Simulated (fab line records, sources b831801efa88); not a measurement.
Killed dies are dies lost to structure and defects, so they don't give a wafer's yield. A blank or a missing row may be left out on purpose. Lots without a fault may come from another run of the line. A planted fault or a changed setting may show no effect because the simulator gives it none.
fab line records | flow sky130
record lots=12 wafers=36 last_day=50
route steps=708 shown VIA1@471 METAL2@484 PAD_OPEN@708
lots that met no fault: from a run of the same line without faults
start_h: hours from the record's first day to the start of the lot's first wafer shown | wait_h: hours since the lot's step before | " the same as in the row above | L1.1+2: a row that stands for several wafers | - no value, or no start given | * or withheld: withheld | < > ~ a bound
route shown NAME@n: a module of which the file shows steps, and the number in the route of the first | usual: mean/standard deviation of fault-free wafers | same: alike in all rows | chamber/n: place in a boat | sites: the reading at each site | _std_site: their standard deviation | _edge_site: outer sites' mean less inner sites' | radius_mm: how far each site lies from the wafer's centre | mask NAME#n: copy n | behind: the tool/chamber that last shaped the wafer | hold: why the lot was held/for how many hours/how that ended | device: the transistor (n, p or np) that didn't switch | end of line: the same wafers' tests at the end of the route | a step without rows: its recipe alone | killed: dies lost to structure and defects at the first sort, not the wafer's yield | map: a wafer's dies, x killed, . not, _ none there
set.NAME: the setting as run; set.NAME@STEP: as run at that earlier step | model.NAME: the simulator's own value behind a step, which no gauge read
steps of the route over a sample of lots; a table a step, a row a wafer
services: from which hour (start_h, from the record's first day; less than 0 if before it) a tool's chamber was out of use, for how many hours, and why
## steps
# step SKY_VIA1_OVL_MEAS_13
# usual VIA1_OVL=2/5.3
# columns lot.wafer tool chamber start_h wait_h VIA1_OVL[nm]
L818.1 overlay-01 - 789.52 0.1 -5
L818.3 " - " " -3
L818.4 " - " " -4
L820.1 overlay-01 - 798.57 0.1 7
L820.3 " - " " 1
L820.6 " - " " -4
L826.1 overlay-02 - 857.82 0.1 0
L826.4 " - " " 5
L826.5 " - " " 4
L828.1 overlay-02 - 868.87 0.1 -1
L828.4 " - " " 0
L828.5 " - " " -1
L832.3 overlay-01 - 901.28 0.1 3
L832.4 " - " " 1
L832.6 " - " " 2
L833.1 overlay-02 - 915.82 0.1 -8
L833.3 " - " " -1
L833.5 " - " " -4
L834.3 overlay-01 - 921.10 0.1 7
L834.5 " - " " 2
L834.6 " - " " 6
L835.3 overlay-02 - 925.50 0.1 -2
L835.5 " - " " 2
L835.6 " - " " 1
L836.2 overlay-02 - 928.64 0.1 10
L836.3 " - " " 3
L836.6 " - " " 9
L837.1 overlay-02 - 938.47 0.1 7
L837.4 " - " " 9
L837.5 " - " " 9
L839.2 overlay-01 - 941.53 0.1 4
L839.4 " - " " 2
L839.5 " - " " 6
L841.1 overlay-02 - 970.17 0.1 0
L841.2 " - " " 2
L841.3 " - " " 7
# step SKY_VIA1_ETCH_14
# recipe chemistry=N2/H2 target=BARC ion_energy_ev=200 source_w=500 bias_w=100 pressure_mtorr=30 n2_flow_sccm=100 h2_flow_sccm=200 stop_on=SiO2 time_s=45.9 target_depth_a=600
# usual drypump_motor_current_A=5.8/0.38 oes_product_au=0.854/0.0046 throttle_valve_pct=13.225/0.0078
# columns lot.wafer tool chamber start_h wait_h drypump_motor_current_A oes_product_au rf_hours_counter_h throttle_valve_pct
L818.1 rie_diel-01 1 789.55 0.0 5.8 0.851 12 13.213
L818.3 " 0 " " 5.5 0.849 3 13.212
L818.4 " 3 " " 5.4 0.859 6 13.233
L820.1 rie_diel-01 0 798.60 0.0 5.5 0.859 3 13.226
L820.3 " 1 " " 5.7 0.859 13 13.219
L820.6 " 0 " " 5.4 0.860 - 13.240
L826.1 rie_diel-03 2 857.85 0.0 6.3 0.849 18 13.216
L826.4 " 3 " " 6.7 0.857 12 13.225
L826.5 " 2 " " 6.3 0.857 - 13.228
L828.1 rie_diel-04 1 868.90 0.0 5.4 0.857 12 13.230
L828.4 " 3 " " 5.6 0.858 - 13.237
L828.5 " 0 " " 6.3 0.856 - 13.221
L832.3 rie_diel-01 0 901.31 0.0 5.5 0.848 5 13.228
L832.4 " 1 " " 5.8 0.861 15 13.233
L832.6 " 2 " " 6.0 0.851 - 13.222
L833.1 rie_diel-01 3 915.85 0.0 5.4 0.851 9 13.214
L833.3 " 2 " " 5.9 0.851 9 13.222
L833.5 " 0 " " 5.4 0.849 - 13.224
L834.3 rie_diel-03 0 921.14 0.0 5.9 0.852 - 13.225
L834.5 " 0 " " 5.9 0.856 - 13.231
L834.6 " 3 " " 6.6 0.854 - 13.219
L835.3 rie_diel-01 0 925.52 0.0 5.4 0.854 6 13.216
L835.5 " 3 " " 5.4 0.858 - 13.217
L835.6 " 0 " " 5.5 0.853 - 13.228
L836.2 rie_diel-01 3 928.67 0.0 5.4 0.866 9 13.229
L836.3 " 2 " " 6.0 0.854 9 13.227
L836.6 " 0 " " 5.4 0.861 - 13.230
L837.1 rie_diel-04 1 938.51 0.0 5.4 0.858 14 13.231
L837.4 " 3 " " 5.6 0.859 7 13.226
L837.5 " 1 " " 5.4 0.854 - 13.226
L839.2 rie_diel-04 2 941.56 0.0 5.9 0.849 22 13.228
L839.4 " 3 " " 5.6 0.846 7 13.235
L839.5 " 3 " " 5.6 0.846 - 13.237
L841.1 rie_diel-03 2 970.21 0.0 6.3 0.851 21 13.229
L841.2 " 0 " " 5.9 0.856 10 13.233
L841.3 " 1 " " 5.6 0.856 1 13.231
# step SKY_VIA1_ETCH_15
# recipe target=SiO2 chemistry=C4F8/O2/Ar target_depth_nm=351 stop_on=TiN mask_material=KrF-thick source_w=1500 bias_w=1200 pressure_mtorr=40 c4f8_flow_sccm=withheld O2_flow_sccm=6 Ar_flow_sccm=300 time_s=54
# usual oes_product_au=0.982/0.0066
# columns lot.wafer tool chamber start_h wait_h oes_product_au rf_hours_counter_h
L818.1 rie_diel-01 1 789.59 0.0 0.994 12
L818.3 " 0 " " 0.984 3
L818.4 " 3 " " 0.998 6
L820.1 rie_diel-01 0 798.64 0.0 0.986 3
L820.3 " 1 " " 0.976 13
L820.6 " 0 " " 0.976 -
L826.1 rie_diel-03 2 857.90 0.0 0.983 18
L826.4 " 3 " " 0.989 12
L826.5 " 2 " " 0.986 -
L828.1 rie_diel-04 1 868.94 0.0 0.977 12
L828.4 " 3 " " 0.994 -
L828.5 " 0 " " 0.970 -
L832.3 rie_diel-01 0 901.35 0.0 0.980 6
L832.4 " 1 " " 0.976 15
L832.6 " 2 " " 0.979 -
L833.1 rie_diel-01 3 915.89 0.0 0.983 9
L833.3 " 2 " " 0.998 9
L833.5 " 0 " " 0.991 -
L834.3 rie_diel-03 0 921.21 0.0 0.984 -
L834.5 " 0 " " 0.986 -
L834.6 " 3 " " 0.986 -
L835.3 rie_diel-01 0 925.56 0.0 0.983 6
L835.5 " 3 " " 0.986 -
L835.6 " 0 " " 0.974 -
L836.2 rie_diel-01 3 928.71 0.0 0.987 9
L836.3 " 2 " " 0.985 9
L836.6 " 0 " " 0.988 -
L837.1 rie_diel-04 1 938.55 0.0 0.987 14
L837.4 " 3 " " 0.980 7
L837.5 " 1 " " 0.977 -
L839.2 rie_diel-04 2 941.60 0.0 0.987 22
L839.4 " 3 " " 0.990 7
L839.5 " 3 " " 0.990 -
L841.1 rie_diel-03 2 970.25 0.0 0.988 21
L841.2 " 0 " " 0.984 10
L841.3 " 1 " " 0.971 1
# step SKY_METAL2_SPUTTER_01
# recipe material=TiN target_thk_nm=20 power_w=6500 time_s=16.7 chamber_pressure_pa=0.4
# usual chamber_pressure_pa=0.4000/0.00076 throttle_valve_pct=30.3/0.89
# columns lot.wafer tool chamber start_h wait_h chamber_pressure_pa throttle_valve_pct
L818.1 pvd_sputter-01 - 790.93 0.0 0.3996 28.9
L818.3 " - " " 0.3992 31.1
L818.4 " - " " 0.4007 31.7
L820.1 pvd_sputter-01 - 799.95 0.0 0.4001 28.6
L820.3 " - " " 0.3999 31.6
L820.6 " - " " 0.3996 30.3
L826.1 pvd_sputter-04 - 859.23 0.0 0.2829 37.2
L826.4 " - " " 0.2824 36.3
L826.5 " - " " 0.2827 37.3
L828.1 pvd_sputter-04 - 870.25 0.0 0.2827 37.0
L828.4 " - " " 0.2830 37.3
L828.5 " - " " 0.2831 35.8
L832.3 pvd_sputter-01 - 902.65 0.0 0.3986 31.7
L832.4 " - " " 0.4016 30.4
L832.6 " - " " 0.4010 30.2
L833.1 pvd_sputter-03 - 917.62 0.0 0.3996 30.7
L833.3 " - " " 0.3994 29.7
L833.5 " - " " 0.3996 30.1
L834.3 pvd_sputter-01 - 922.84 0.0 0.3998 31.8
L834.5 " - " " 0.4005 31.6
L834.6 " - " " 0.4001 28.3
L835.3 pvd_sputter-03 - 927.11 0.0 0.3992 29.8
L835.5 " - " " 0.3990 30.0
L835.6 " - " " 0.4010 30.4
L836.2 pvd_sputter-03 - 930.05 0.0 0.4007 29.9
L836.3 " - " " 0.4005 30.4
L836.6 " - " " 0.3999 29.6
L837.1 pvd_sputter-01 - 939.86 0.0 0.3993 28.7
L837.4 " - " " 0.3997 30.3
L837.5 " - " " 0.3987 28.4
L839.2 pvd_sputter-01 - 942.90 0.0 0.4001 31.6
L839.4 " - " " 0.3993 31.8
L839.5 " - " " 0.4003 28.6
L841.1 pvd_sputter-04 - 971.54 0.0 0.3998 31.1
L841.2 " - " " 0.4021 31.2
L841.3 " - " " 0.4003 29.8
# step SKY_PAD_OPEN_PROBE_99
# usual defect_limited_yield=82.4/1.9 killed_at_M0_to_M3=44/7.2 killed_at_M4_up=3.1/1.8 killed_at_contacts=25/5.2 killed_at_front_end=15/3.9 killed_at_other=0.2/0.5 killed_dies=86/9.5 killed_open=47/7.3 killed_short=40/6 sort_bin_3_pad_short=0.8/0.44 sort_bin_5_function=10.4/1.5 sort_bin_6_memory=6.3/1.1 sort_n_pass=406/9.5 sort_yield_pct=82.4/1.9
# same gross_dies=492 killed_at_back_side=0 sort_bin_4_leakage[%]=0 sort_bin_8_speed[%]=0
# columns lot.wafer tool chamber start_h wait_h defect_limited_yield[%] killed_at_M0_to_M3 killed_at_M4_up killed_at_contacts killed_at_front_end killed_at_other killed_dies killed_open killed_short sort_bin_3_pad_short[%] sort_bin_5_function[%] sort_bin_6_memory[%] sort_n_pass sort_yield_pct[%]
L818.1 prober-02 - 1074.77 0.1 85.4 40 2 19 10 1 72 41 31 0.6 10.2 3.9 420 85.4
L818.3 prober-02 - 1074.87 0.2 84.8 40 1 25 8 1 75 45 30 0.4 9.1 5.7 417 84.8
L818.4 prober-02 - 1074.92 0.2 80.3 57 6 20 14 0 97 53 44 0.8 11.8 7.1 395 80.3
L820.1 prober-02 - 1078.58 0.1 83.9 38 3 23 15 0 79 47 32 0.6 10.4 5.1 413 83.9
L820.3 prober-02 - 1078.68 0.2 79.3 53 5 30 14 0 102 56 46 0.4 11.6 8.7 390 79.3
L820.6 prober-02 - 1078.83 0.2 81.9 48 4 21 16 0 89 44 45 0.8 9.6 7.7 403 81.9
L826.1 prober-01 - 1125.99 0.1 83.5 31 3 33 14 0 81 48 33 0.4 9.6 6.5 411 83.5
L826.4 prober-01 - 1126.14 0.2 84.6 41 3 21 11 0 76 40 36 0.6 9.3 5.5 416 84.6
L826.5 prober-01 - 1126.19 0.2 85.2 30 2 23 17 1 73 44 29 1.2 7.9 5.7 419 85.2
L828.1 prober-01 - 1134.82 0.1 82.7 43 2 23 16 1 85 50 35 0.8 10.6 5.9 407 82.7
L828.4 prober-01 - 1134.97 0.2 83.3 41 4 34 3 0 82 40 42 1.4 8.9 6.3 410 83.3
L828.5 prober-01 - 1135.02 0.2 84.8 43 4 17 11 0 75 37 38 0.6 9.3 5.3 417 84.8
L832.3 prober-01 - 1157.99 0.2 82.1 49 2 15 22 0 88 43 43 1.4 10.0 6.5 404 82.1
L832.6 prober-01 - 1158.14 0.2 82.7 43 5 24 13 0 85 42 43 0.4 10.6 6.3 407 82.7
L833.1 prober-02 - 1168.28 0.1 83.5 47 1 21 12 0 81 43 38 1.0 9.8 5.7 411 83.5
L833.3 prober-02 - 1168.38 0.2 82.5 42 2 22 20 0 86 45 41 1.6 9.6 6.3 406 82.5
L833.5 prober-02 - 1168.48 0.2 80.9 50 5 30 9 0 94 52 42 0.4 11.4 7.3 398 80.9
L834.3 prober-01 - 1173.07 0.2 82.3 37 4 26 20 0 87 54 33 0.6 11.4 5.7 405 82.3
L834.6 prober-01 - 1173.22 0.2 78.0 57 6 26 19 0 108 59 49 1.6 11.0 9.3 384 78.0
L835.3 prober-02 - 1175.82 0.2 82.5 49 3 22 12 0 86 56 30 0.2 12.4 4.9 406 82.5
L835.5 prober-02 - 1175.92 0.2 83.9 33 4 28 14 0 79 45 34 0.2 8.3 7.5 413 83.9
L835.6 prober-02 - 1175.97 0.2 81.1 57 1 22 13 0 93 51 42 0.8 11.8 6.3 399 81.1
L836.2 prober-01 - 1178.17 0.1 85.8 34 3 21 11 1 70 35 35 0.4 8.3 5.5 422 85.8
L836.3 prober-01 - 1178.22 0.2 82.3 41 2 24 19 1 87 48 39 1.2 11.8 4.7 405 82.3
L836.6 prober-01 - 1178.37 0.2 80.7 43 5 20 26 1 95 55 40 0.8 12.0 6.5 397 80.7
L837.1 prober-02 - 1182.41 0.1 82.9 38 1 29 16 0 84 41 43 0.8 10.2 6.1 408 82.9
L837.4 prober-02 - 1182.56 0.2 81.1 52 3 27 11 0 93 48 45 0.6 13.0 5.3 399 81.1
L837.5 prober-02 - 1182.61 0.2 80.3 46 7 26 18 0 97 48 49 2.2 12.0 5.5 395 80.3
L839.2 prober-01 - 1184.11 0.1 81.3 57 2 17 16 0 92 62 30 0.2 12.0 6.5 400 81.3
L839.4 prober-01 - 1184.21 0.2 85.0 30 2 31 11 0 74 37 37 1.4 9.1 4.5 418 85.0
L839.5 prober-01 - 1184.26 0.2 83.1 47 4 15 17 0 83 38 45 0.6 10.0 6.3 409 83.1
L841.1 prober-01 - 1203.29 0.1 85.2 33 5 20 15 0 73 41 32 1.2 8.9 4.7 419 85.2
L841.2 prober-01 - 1203.34 0.1 78.9 58 5 20 21 0 104 59 45 1.2 12.8 7.1 388 78.9
L841.3 prober-01 - 1203.39 0.2 82.9 44 4 23 13 0 84 42 40 1.0 11.2 4.9 408 82.9
# killed by level:class
L818.1 VIA1:geometric_particle:open=10 CONTACT:geometric_particle:open=9 POLY_GATE:geometric_particle:open=6 VIA2:geometric_particle:open=6 VIA1:geometric_particle:short=5 LI_CONTACT:geometric_particle:open=4 LOCAL_INTERCONNECT:geometric_particle:short=4 METAL1:geometric_particle:short=4
L818.3 VIA1:geometric_particle:open=13 CONTACT:geometric_particle:open=10 LOCAL_INTERCONNECT:geometric_particle:short=5 VIA1:geometric_particle:short=5 FIELD_ISO:geometric_particle:open=4 LI_CONTACT:geometric_particle:short=4 LI_CONTACT:geometric_particle:open=4 VIA2:geometric_particle:open=4
L818.4 VIA3:geometric_particle:open=12 VIA1:geometric_particle:open=11 METAL2:geometric_particle:short=9 METAL3:geometric_particle:short=6 LI_CONTACT:geometric_particle:short=6 POLY_GATE:geometric_particle:open=5 LOCAL_INTERCONNECT:geometric_particle:short=4 CONTACT:geometric_particle:open=4
L820.1 CONTACT:geometric_particle:open=9 VIA1:geometric_particle:open=8 METAL1:geometric_particle:short=6 VIA2:geometric_particle:open=6 LOCAL_INTERCONNECT:geometric_particle:short=5 FIELD_ISO:geometric_particle:open=4 LI_CONTACT:geometric_particle:open=4 CONTACT:geometric_particle:short=4
L820.3 LI_CONTACT:geometric_particle:open=12 VIA1:geometric_particle:open=11 METAL1:geometric_particle:short=10 VIA2:geometric_particle:open=8 FIELD_ISO:geometric_particle:short=7 LOCAL_INTERCONNECT:geometric_particle:short=6 CONTACT:geometric_particle:short=6 FIELD_ISO:geometric_particle:open=5
L820.6 VIA2:geometric_particle:open=10 METAL2:geometric_particle:short=8 VIA3:geometric_particle:open=7 LI_CONTACT:geometric_particle:open=6 LOCAL_INTERCONNECT:geometric_particle:short=6 FIELD_ISO:geometric_particle:short=5 CONTACT:geometric_particle:open=5 VIA1:geometric_particle:open=5
L826.1 CONTACT:geometric_particle:open=13 VIA1:geometric_particle:open=10 LOCAL_INTERCONNECT:geometric_particle:short=7 POLY_GATE:geometric_particle:open=6 LI_CONTACT:geometric_particle:open=6 METAL1:geometric_particle:short=4 VIA1:geometric_particle:short=3 CONTACT:geometric_particle:short=3
L826.4 VIA1:geometric_particle:open=11 CONTACT:geometric_particle:open=8 VIA1:geometric_particle:short=5 METAL2:geometric_particle:short=5 VIA2:geometric_particle:short=5 VIA3:geometric_particle:open=5 LI_CONTACT:geometric_particle:open=4 LI_CONTACT:geometric_particle:short=4
L826.5 VIA2:geometric_particle:open=10 VIA1:geometric_particle:open=7 CONTACT:geometric_particle:open=6 POLY_GATE:geometric_particle:open=5 LI_CONTACT:geometric_particle:open=5 LOCAL_INTERCONNECT:geometric_particle:short=5 CONTACT:geometric_particle:short=5 FIELD_ISO:geometric_particle:short=4
L828.1 VIA1:geometric_particle:open=8 LI_CONTACT:geometric_particle:open=7 CONTACT:geometric_particle:open=7 VIA3:geometric_particle:open=6 VIA2:geometric_particle:open=6 FIELD_ISO:geometric_particle:open=5 METAL2:geometric_particle:short=5 FIELD_ISO:geometric_particle:short=4
L828.4 LI_CONTACT:geometric_particle:open=13 VIA3:geometric_particle:short=7 VIA1:geometric_particle:open=7 VIA2:geometric_particle:short=6 VIA2:geometric_particle:open=6 LOCAL_INTERCONNECT:geometric_particle:short=6 CONTACT:geometric_particle:short=6 CONTACT:geometric_particle:open=6
L828.5 VIA1:geometric_particle:open=14 VIA2:geometric_particle:open=7 METAL2:geometric_particle:short=7 CONTACT:geometric_particle:short=6 METAL1:geometric_particle:short=6 LI_CONTACT:geometric_particle:short=4 CONTACT:geometric_particle:open=3 VIA3:geometric_particle:open=3
L832.3 VIA1:geometric_particle:open=9 METAL1:geometric_particle:short=8 VIA2:geometric_particle:open=8 FIELD_ISO:geometric_particle:short=6 VIA1:geometric_particle:short=6 POLY_GATE:geometric_particle:open=5 CONTACT:geometric_particle:open=5 FIELD_ISO:geometric_particle:open=4
L832.6 VIA1:geometric_particle:open=9 CONTACT:geometric_particle:open=8 VIA3:geometric_particle:short=7 VIA1:geometric_particle:short=7 LI_CONTACT:geometric_particle:open=6 CONTACT:geometric_particle:short=5 METAL2:geometric_particle:short=5 FIELD_ISO:geometric_particle:open=4
L833.1 VIA1:geometric_particle:open=12 LI_CONTACT:geometric_particle:open=8 METAL1:geometric_particle:short=6 VIA1:geometric_particle:short=6 CONTACT:geometric_particle:open=5 METAL2:geometric_particle:short=5 FIELD_ISO:geometric_particle:short=4 LOCAL_INTERCONNECT:geometric_particle:short=4
L833.3 METAL2:geometric_particle:short=11 VIA1:geometric_particle:open=9 CONTACT:geometric_particle:open=7 VIA3:geometric_particle:open=6 FIELD_ISO:geometric_particle:open=5 POLY_GATE:geometric_particle:open=5 LI_CONTACT:geometric_particle:open=5 METAL1:geometric_particle:short=5
L833.5 CONTACT:geometric_particle:open=15 VIA1:geometric_particle:open=11 VIA3:geometric_particle:open=11 VIA1:geometric_particle:short=7 CONTACT:geometric_particle:short=6 METAL2:geometric_particle:short=6 LI_CONTACT:geometric_particle:open=5 LOCAL_INTERCONNECT:geometric_particle:short=4
L834.3 CONTACT:geometric_particle:open=10 VIA2:geometric_particle:open=9 FIELD_ISO:geometric_particle:open=7 LI_CONTACT:geometric_particle:open=7 VIA1:geometric_particle:open=7 POLY_GATE:geometric_particle:open=5 VIA3:geometric_particle:open=5 LOCAL_INTERCONNECT:geometric_particle:short=4
L834.6 VIA1:geometric_particle:open=12 CONTACT:geometric_particle:open=10 VIA3:geometric_particle:open=9 METAL2:geometric_particle:short=8 LI_CONTACT:geometric_particle:open=7 METAL4:geometric_particle:short=6 POLY_GATE:geometric_particle:short=5 POLY_GATE:geometric_particle:open=5
L835.3 VIA3:geometric_particle:open=13 VIA1:geometric_particle:open=10 VIA2:geometric_particle:open=9 CONTACT:geometric_particle:open=8 LI_CONTACT:geometric_particle:open=7 FIELD_ISO:geometric_particle:open=3 LI_CONTACT:geometric_particle:short=3 METAL1:geometric_particle:short=3
L835.5 CONTACT:geometric_particle:open=13 CONTACT:geometric_particle:short=8 VIA3:geometric_particle:open=6 VIA1:geometric_particle:open=5 VIA2:geometric_particle:open=5 VIA2:geometric_particle:short=5 FIELD_ISO:geometric_particle:short=4 POLY_GATE:geometric_particle:open=4
L835.6 VIA1:geometric_particle:open=11 VIA2:geometric_particle:open=10 VIA1:geometric_particle:short=9 METAL1:geometric_particle:short=8 CONTACT:geometric_particle:open=7 METAL2:geometric_particle:short=7 LI_CONTACT:geometric_particle:open=6 FIELD_ISO:geometric_particle:open=5
L836.2 VIA1:geometric_particle:open=9 CONTACT:geometric_particle:open=6 VIA3:geometric_particle:open=6 METAL2:geometric_particle:short=5 LI_CONTACT:geometric_particle:short=5 LOCAL_INTERCONNECT:geometric_particle:short=4 FIELD_ISO:geometric_particle:open=3 POLY_GATE:geometric_particle:open=3
L836.3 CONTACT:geometric_particle:open=11 VIA1:geometric_particle:open=8 LI_CONTACT:geometric_particle:open=7 FIELD_ISO:geometric_particle:short=6 VIA3:geometric_particle:open=6 METAL1:geometric_particle:short=5 VIA2:geometric_particle:open=5 VIA2:geometric_particle:short=5
L836.6 VIA1:geometric_particle:open=10 FIELD_ISO:geometric_particle:short=9 CONTACT:geometric_particle:open=9 FIELD_ISO:geometric_particle:open=6 METAL1:geometric_particle:short=6 METAL2:geometric_particle:short=6 VIA3:geometric_particle:open=6 METAL1:geometric_particle:open=5
L837.1 LI_CONTACT:geometric_particle:open=7 LOCAL_INTERCONNECT:geometric_particle:short=7 FIELD_ISO:geometric_particle:short=6 METAL1:geometric_particle:short=6 CONTACT:geometric_particle:open=6 VIA1:geometric_particle:open=6 VIA2:geometric_particle:open=6 METAL3:geometric_particle:short=5
L837.4 VIA1:geometric_particle:open=12 VIA3:geometric_particle:open=9 VIA1:geometric_particle:short=8 CONTACT:geometric_particle:open=7 METAL2:geometric_particle:short=7 LI_CONTACT:geometric_particle:open=6 LI_CONTACT:geometric_particle:short=5 LOCAL_INTERCONNECT:geometric_particle:short=5
L837.5 VIA1:geometric_particle:open=12 CONTACT:geometric_particle:open=8 METAL1:geometric_particle:short=7 LOCAL_INTERCONNECT:geometric_particle:short=7 METAL4:geometric_particle:short=7 VIA3:geometric_particle:open=7 VIA2:geometric_particle:open=6 SPACER:geometric_particle:open=5
L839.2 VIA1:geometric_particle:open=17 VIA3:geometric_particle:open=12 CONTACT:geometric_particle:open=11 FIELD_ISO:geometric_particle:open=7 VIA1:geometric_particle:short=6 METAL1:geometric_particle:short=5 LI_CONTACT:geometric_particle:open=4 VIA2:geometric_particle:open=4
L839.4 LI_CONTACT:geometric_particle:open=7 LOCAL_INTERCONNECT:geometric_particle:short=7 CONTACT:geometric_particle:short=7 METAL1:geometric_particle:short=6 FIELD_ISO:geometric_particle:open=5 VIA1:geometric_particle:open=5 CONTACT:geometric_particle:open=5 METAL3:geometric_particle:short=5
L839.5 CONTACT:geometric_particle:open=8 METAL1:geometric_particle:short=8 VIA3:geometric_particle:open=8 VIA2:geometric_particle:open=6 VIA1:geometric_particle:open=5 METAL2:geometric_particle:short=5 METAL3:geometric_particle:short=5 FIELD_ISO:geometric_particle:short=4
L841.1 VIA1:geometric_particle:open=9 VIA3:geometric_particle:open=8 LI_CONTACT:geometric_particle:open=8 CONTACT:geometric_particle:short=6 METAL1:geometric_particle:short=5 FIELD_ISO:geometric_particle:open=3 CONTACT:geometric_particle:open=3 VIA1:geometric_particle:short=3
L841.2 VIA1:geometric_particle:open=12 FIELD_ISO:geometric_particle:open=8 CONTACT:geometric_particle:open=8 VIA3:geometric_particle:open=8 VIA2:geometric_particle:open=7 VIA1:geometric_particle:short=7 CONTACT:geometric_particle:short=6 POLY_GATE:geometric_particle:short=5
L841.3 VIA1:geometric_particle:open=14 CONTACT:geometric_particle:open=7 LOCAL_INTERCONNECT:geometric_particle:short=6 LI_CONTACT:geometric_particle:open=5 VIA1:geometric_particle:short=5 METAL2:geometric_particle:short=5 VIA2:geometric_particle:short=4 LI_CONTACT:geometric_particle:short=4
## services
# columns tool chamber start_h hours kind
rie_diel-01 1 781.26 4.7 repair
rie_diel-04 2 863.49 8.6 repair
rie_diel-01 1 878.10 1.7 repair
rie_diel-04 0 882.02 5.0 repair
rie_diel-04 1 886.93 14.7 repair
rie_diel-03 1 890.19 7.6 repair
rie_diel-03 1 897.77 - clean
rie_diel-03 1 897.77 24.2 scheduled_down
rie_diel-03 1 897.77 24.2 vent_cycle
rie_diel-03 2 898.96 46.7 repair
pvd_sputter-04 - 904.86 0.8 repair
rie_diel-01 1 939.36 1.3 repair
pvd_sputter-01 - 944.39 1.8 repair
pvd_sputter-04 - 959.22 0.5 repair
## key
first_sign step=SKY_METAL2_SPUTTER_01 reading=chamber_pressure_pa direction=down sigmas=99+ usual=0.4000 struck=0.2828
effect step=SKY_METAL2_SPUTTER_01 reading=throttle_valve_pct direction=up sigmas=7.3 usual=30.3 struck=36.8
met_at SKY_METAL2_SPUTTER_01
struck_lots L826,L828
not_acting_at SKY_VIA1_OVL_MEAS_13,SKY_VIA1_ETCH_14,SKY_VIA1_ETCH_15
fault kind=process_parameter_drift tool=pvd_sputter-04 chamber=- onset_h=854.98 steps=SKY_METAL2_SPUTTER_01 channel=chamber_pressure_pa offset=-0.11701 shape=step end_h=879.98 acts_in=these_recipes_only stated=0.4
